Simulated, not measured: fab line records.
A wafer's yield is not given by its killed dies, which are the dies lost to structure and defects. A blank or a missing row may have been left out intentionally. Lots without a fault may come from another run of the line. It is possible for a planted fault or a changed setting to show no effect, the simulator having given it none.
Problem report in the 8D (eight disciplines) form, filled by code    flow sky130    the parts of the form that need people (team, actions taken, sign-off) are left out

== 1. WHAT WENT WRONG ==
Mean of stripTimeToEndpointS at SKY_NWELL_STRIP_14: 20.81 s across 6 wafers in 2 lots; on wafers with no fault it is 36.97 s (standard deviation 0.11). That is -99 or more standard deviations from the usual mean.
The step: strips in O2/N2.
First seen on wafer L287.4, day 8 16:39, on plasmaAsher-03. The record has a number at this step for 42 wafers belonging to 14 lots. Rule for "out", or "out of limits": more than 4 standard deviations from the usual mean. The other wafers with a number count as sound.

== 2. WHAT THIS IS AND IS NOT ==
question                     is                              is not
which readings at this step  stripTimeToEndpointS            drypumpMotorCurrentA, n2FlowSccm, oesProductAu
which lots                   L287, L289                      L271, L272, L273, L274, L275, L276, L277, L278, L279, L280, L281, L293
which wafers of those lots   all that have a number          -
read on which tools          plasmaAsher-02, plasmaAsher-03  plasmaAsher-01
when                         from day 8 16:39                up to then (33 sound wafers); but 3 sound wafers of L293 came after

== 3. WHAT RULES OUT EACH SUSPECT ==
Counting: a tool at any process step up to the reading remains a suspect when it ran all the lots that are out and ran no sound lot after the first of those.
- lithoTrack-02 at SKY_NWELL_COAT_05 (resist thk 3000 nm): kept. It ran every lot that is out, first L287 (day 8 05:16), and no sound lot after that; its last sound lot up to then is L281 (day 6 11:51).
Remaining after the count: lithoTrack-02 at SKY_NWELL_COAT_05.

== 4. THE CAUSE (what the simulator had put in) ==
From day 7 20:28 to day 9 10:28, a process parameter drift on lithoTrack-02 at SKY_NWELL_COAT_05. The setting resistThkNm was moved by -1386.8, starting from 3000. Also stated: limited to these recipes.
Only this tool survived the counting.

== 5. SEQUENCE OF EFFECTS, ordered by route ==
One row per reading whose mean, taken over the struck wafers that have a number, lies over 3 standard deviations from the usual. Only readings whose record carries a usual standard deviation are examined. hours: median over the lots of the time between each lot's start at the first step of this table that gives one and its start at this step. sigmas: the change, counted in usual standard deviations.
hours  step                reading               usual    on struck wafers  change  sigmas
0      SKY_NWELL_STRIP_14  stripTimeToEndpointS  36.97 s  20.81             -16.16  -99 or more
Process steps it contains:
- SKY_NWELL_STRIP_14: strips in O2/N2.
Later measuring or inspecting steps at which every struck wafer that the step has a row for has a number for every such reading, and none has moved that far: SKY_VT_ADJUST_HVTR_CD_MEAS_07.

== 6. HOW IT WOULD HAVE BEEN CAUGHT EARLIER ==
In this record the first reading out of limits was taken at day 8 16:39, 20 hours after the fault began at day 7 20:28.
By day 8 16:39 the whole set of lots that are out, 2 in number, had already begun SKY_NWELL_COAT_05 on lithoTrack-02. Tool hold at that time: it would have spared none of them.
